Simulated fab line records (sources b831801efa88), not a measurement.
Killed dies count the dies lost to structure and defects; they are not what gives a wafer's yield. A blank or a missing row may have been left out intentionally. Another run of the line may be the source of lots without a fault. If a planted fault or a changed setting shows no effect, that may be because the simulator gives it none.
Chamber matching + flow sky130 + SKY_VIA3_ETCH_15 on rieDiel-04 has 3 sister chambers
The step etches SiO2 in C4F8/O2/Ar, stops on TiN, target depth 507 nm, time 78 s. 16 wafers are shown with their chamber, then 6 later ones without.

== WAFERS WITH THEIR CHAMBER ==
| wafer  | chamber | oesProductAu (a.u.) |
|--------|---------|---------------------|
| L074.1 | 1       | 0.939               |
| L074.3 | 2       | 0.932               |
| L074.6 | 3       | 0.942               |
| L077.1 | 2       | 0.938               |
| L077.4 | 3       | 0.950               |
| L077.5 | 1       | 0.936               |
| L079.4 | 2       | 0.944               |
| L079.5 | 3       | 0.940               |
| L079.6 | 2       | 0.942               |
| L080.1 | 3       | 0.940               |
| L080.3 | 2       | 0.931               |
| L080.4 | 1       | 0.933               |
| L081.1 | 3       | 0.934               |
| L081.2 | 2       | 0.937               |
| L081.3 | 1       | 0.925               |
| L083.1 | 3       | 0.935               |

SIGNATURES, as means of the wafers listed above
| reading      | chamber 1 | chamber 2 | chamber 3 | scatter within a chamber |
|--------------|-----------|-----------|-----------|--------------------------|
| oesProductAu | 0.93325   | 0.93733   | 0.94017   | 0.00561                  |
Rule: a wafer's distance from a chamber is the root of the sum, over the readings, of the square of ((its reading less the chamber's mean) divided by the reading's scatter). If the next closest chamber is less than 2 further off than the closest, the wafer can't be placed; otherwise it belongs to the closest. The scatter is the square root of a quotient: the sum, over the shown wafers, of each reading's squared deviation from its chamber's mean, divided by wafers minus chambers.

== WAFERS MISSING THEIR CHAMBER ==
| wafer  | oesProductAu (a.u.) |
|--------|---------------------|
| L083.2 | 0.947               |
| L083.6 | 0.946               |
| L091.2 | 0.947               |
| L091.4 | 0.943               |
| L092.1 | 0.941               |
| L092.6 | 0.943               |

== CHAMBER TAKEN BY EACH ==
| wafer  | from the rows above          | in truth |
|--------|------------------------------|----------|
| L083.2 | can't be placed: 3 or 2 or 1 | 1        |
| L083.6 | can't be placed: 3 or 2 or 1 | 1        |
| L091.2 | can't be placed: 3 or 2 or 1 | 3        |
| L091.4 | can't be placed: 3 or 2 or 1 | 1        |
| L092.1 | can't be placed: 3 or 2 or 1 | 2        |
| L092.6 | can't be placed: 3 or 2 or 1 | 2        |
0 of 6 placed correctly. These rows do not allow placing 6 (true chamber among the candidates in 6). Number placed wrongly: 0.
